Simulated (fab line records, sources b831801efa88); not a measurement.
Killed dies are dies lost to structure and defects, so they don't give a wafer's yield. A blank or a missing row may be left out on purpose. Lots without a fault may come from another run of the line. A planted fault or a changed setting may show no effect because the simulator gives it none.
Which tool did it? | flow sky130 | 6 lots, 17 wafers sampled, at 2 steps of a route of 708

WHAT THE GAUGES READ, wafer by wafer
SKY_METAL3_CD_MEAS_13: target cd 300 nm.
lot  | measured     | on        | cd_nm (nm)
L875 | day 38 23:47 | cd_sem-01 | 300.7 300.4 300.2
L877 | day 39 20:24 | cd_sem-02 | 298.2 296.9 297.4
L880 | day 40 19:22 | cd_sem-01 | 301.2 300.9
L889 | day 44 02:23 | cd_sem-02 | 300.6 299.9 300.9
L891 | day 44 11:39 | cd_sem-02 | 298.1 297.2 298.1
L896 | day 45 05:23 | cd_sem-02 | 296.5 298.8 297.4

WHICH TOOL RAN EACH LOT (tool, then ch and the chambers of the sampled wafers, then the start)
lot  | SKY_CAPM_STRIP_14
L875 | plasma_asher-01 ch 0,1, day 37 22:50
L877 | plasma_asher-04 ch 0,1, day 38 18:42
L880 | plasma_asher-04 ch 0,1, day 39 18:35
L889 | plasma_asher-03 ch 0,1, day 43 03:20
L891 | plasma_asher-03 ch 0,1, day 43 13:50
L896 | plasma_asher-03 ch 0,1, day 44 07:23
- SKY_CAPM_STRIP_14: strips in O2/N2.

THE ANSWER, worked out from the rows above alone
Rule: what is usual is taken from the lots themselves. Put in order of their means at a reading, lots are off if they are a third of the lots or fewer, leave a main group of 4 or more, and stand apart from it by a gap of 3 or more times the standard deviation of the main group's means; of several such gaps the widest counts. A main group whose means are all the same, to the digits that the tables above print for the reading, isn't used. A lot without any number at a reading at which 4 lots or more have one is off too. The other lots that the step has rows for count as sound.
No lot is off at any reading shown: from this, nothing can be told.

WHAT THE SIMULATOR HAD PUT IN
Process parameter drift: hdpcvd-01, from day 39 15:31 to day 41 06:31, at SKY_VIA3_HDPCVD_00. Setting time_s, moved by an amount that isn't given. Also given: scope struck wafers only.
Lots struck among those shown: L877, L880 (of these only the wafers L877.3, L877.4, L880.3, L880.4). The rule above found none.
